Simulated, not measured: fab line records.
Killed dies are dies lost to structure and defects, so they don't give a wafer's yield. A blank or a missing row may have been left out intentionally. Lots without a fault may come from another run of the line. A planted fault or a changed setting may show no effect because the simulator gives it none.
2 desks, one fault || flow sky130 || every desk sees just its own numbers, and what lay behind them comes last

== AT THE TOOL OWNER'S DESK: litho_track-03 ==
The tool's own readings at SKY_SD_N_DEVELOP_06 (develop time 60 s): means of the sampled wafers that have a number, for each lot that ran on this tool. Marked OUT: a lot whose mean sits more than 4 standard deviations from the usual mean, which makes it out of limits; the brackets give that distance.
Columns: A = developer_temp_C at SKY_SD_N_DEVELOP_06, usual 23.01 C
{"lot": "L823", "first seen here": "day 29 13:38", "A": 22.81}
{"lot": "L824", "first seen here": "day 30 09:47", "A": 23.13}
{"lot": "L828", "first seen here": "day 31 17:50", "A": 22.98}
{"lot": "L832", "first seen here": "day 32 16:04", "A": 22.99}
{"lot": "L833", "first seen here": "day 33 02:28", "A": "22.05 (-8.7) OUT"}
{"lot": "L836", "first seen here": "day 33 16:49", "A": "22.10 (-8.3) OUT"}
{"lot": "L840", "first seen here": "day 34 17:25", "A": "22.14 (-7.9) OUT"}
This desk's verdict: out of limits on L833, L836, L840, starting with L833 at day 33 02:28 (developer_temp_C at SKY_SD_N_DEVELOP_06). In limits: L823, L824, L828, L832.

== THE METROLOGY DESK ==
What the gauges read for every lot (on any tool): the sampled wafers with a number, averaged. Marked OUT: a lot whose mean sits more than 4 standard deviations from the usual mean, which makes it out of limits; the brackets give that distance.
Columns: A = POLY_CUT_OVL at SKY_POLY_CUT_OVL_MEAS_09, usual 0 nm; B = cd_nm at SKY_LI_CONTACT_CD_MEAS_12, usual 170.3 nm
{"lot": "L823", "first seen here": "day 25 22:49", "A": -7, "B": 168.7}
{"lot": "L824", "first seen here": "day 26 19:32", "A": -1, "B": 169.0}
{"lot": "L825", "first seen here": "day 27 02:16", "A": 2, "B": 170.9}
{"lot": "L827", "first seen here": "day 27 12:43", "A": 0, "B": 168.7}
{"lot": "L828", "first seen here": "day 28 04:58", "A": 8, "B": 169.2}
{"lot": "L831", "first seen here": "day 28 16:58", "A": -2, "B": 173.6}
{"lot": "L832", "first seen here": "day 29 03:38", "A": 7, "B": 168.9}
{"lot": "L833", "first seen here": "day 29 12:16", "A": -3, "B": 172.8}
{"lot": "L835", "first seen here": "day 29 16:10", "A": 3, "B": 169.8}
{"lot": "L836", "first seen here": "day 30 06:07", "A": -8, "B": 170.4}
{"lot": "L840", "first seen here": "day 31 06:23", "A": -1, "B": 169.5}
{"lot": "L841", "first seen here": "day 31 11:58", "A": -1, "B": 171.6}
{"lot": "L843", "first seen here": "day 32 06:35", "A": -1, "B": 170.2}
This desk's finding: nothing out of limits on any of the 13 lots.

== ALL TOGETHER ==
On L833, L836, L840, at day 33 02:28, an alarm was possible from the tool owner's desk.
The metrology desk saw nothing out of limits.
The metrology desk has L833, L836, L840 on record, within its limits.
The lots listed all ran SKY_SD_N_DEVELOP_06 on litho_track-03.

== WHAT WAS PUT IN BY THE SIMULATOR ==
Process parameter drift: litho_track-03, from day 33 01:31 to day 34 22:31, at SKY_SD_N_DEVELOP_06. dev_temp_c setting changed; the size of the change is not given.
Lots struck among those shown: L833, L836, L840.
How many hours passed from the start of the fault until each desk's first out-of-limits reading: the tool owner's desk, 1.
